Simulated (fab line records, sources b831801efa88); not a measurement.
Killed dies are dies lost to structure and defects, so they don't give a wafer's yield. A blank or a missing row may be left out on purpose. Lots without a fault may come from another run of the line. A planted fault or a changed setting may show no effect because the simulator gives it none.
Chamber matching | flow gf180mcu | GF_V1_CMP_26 on cmp-01: 4 sister chambers
The step polishes, stops on SiO2, t overpolish 15 s, target thk 0 nm. 8 wafers are shown with their chamber, then 8 later ones without.

WAFERS WITH THEIR CHAMBER
wafer  | chamber | motor_current_A (A) | time_to_endpoint_s (s)
L333.3 | 1       | 12.2                | 86
L333.5 | 2       | 9.5                 | 79
L337.2 | 0       | 11.2                | 79
L337.3 | 2       | 9.0                 | 79
L337.6 | 1       | 12.4                | 87
L347.2 | 0       | 11.4                | 86
L347.6 | 3       | 10.3                | 86
L348.1 | 3       | 10.0                | 88

WAFERS WITHOUT THEIR CHAMBER
wafer  | motor_current_A (A) | time_to_endpoint_s (s)
L348.2 | 11.3                | 82
L348.4 | 9.6                 | 82
L350.1 | 11.3                | 85
L350.3 | 12.4                | 96
L350.6 | 9.4                 | 87
L353.1 | 9.1                 | 82
L353.3 | 12.9                | 92
L353.6 | 9.5                 | 81

WHICH CHAMBER EACH WENT THROUGH
wafer  | from the rows above     | in truth
L348.2 | 0                       | 0
L348.4 | can't be placed: 2 or 3 | 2
L350.1 | 0                       | 0
L350.3 | 1                       | 1
L350.6 | can't be placed: 2 or 3 | 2
L353.1 | 2                       | 2
L353.3 | 1                       | 1
L353.6 | 2                       | 2
Placed correctly: 6 of 8. Can't be placed from these rows: 2 (the true chamber is among the candidates in 2). Placed wrongly: 0.
How it was worked out, from the rows above alone: a wafer's distance from a chamber is the root of the sum, over the readings, of the square of ((its reading less the chamber's mean) divided by the reading's scatter). The wafer belongs to the nearest chamber; if the next one is less than 2 further off, it can't be placed. A chamber's mean is the mean of its shown wafers. The scatter: the root of (the sum of the squares of (reading less its chamber's mean) over the shown wafers, divided by (wafers less chambers)).
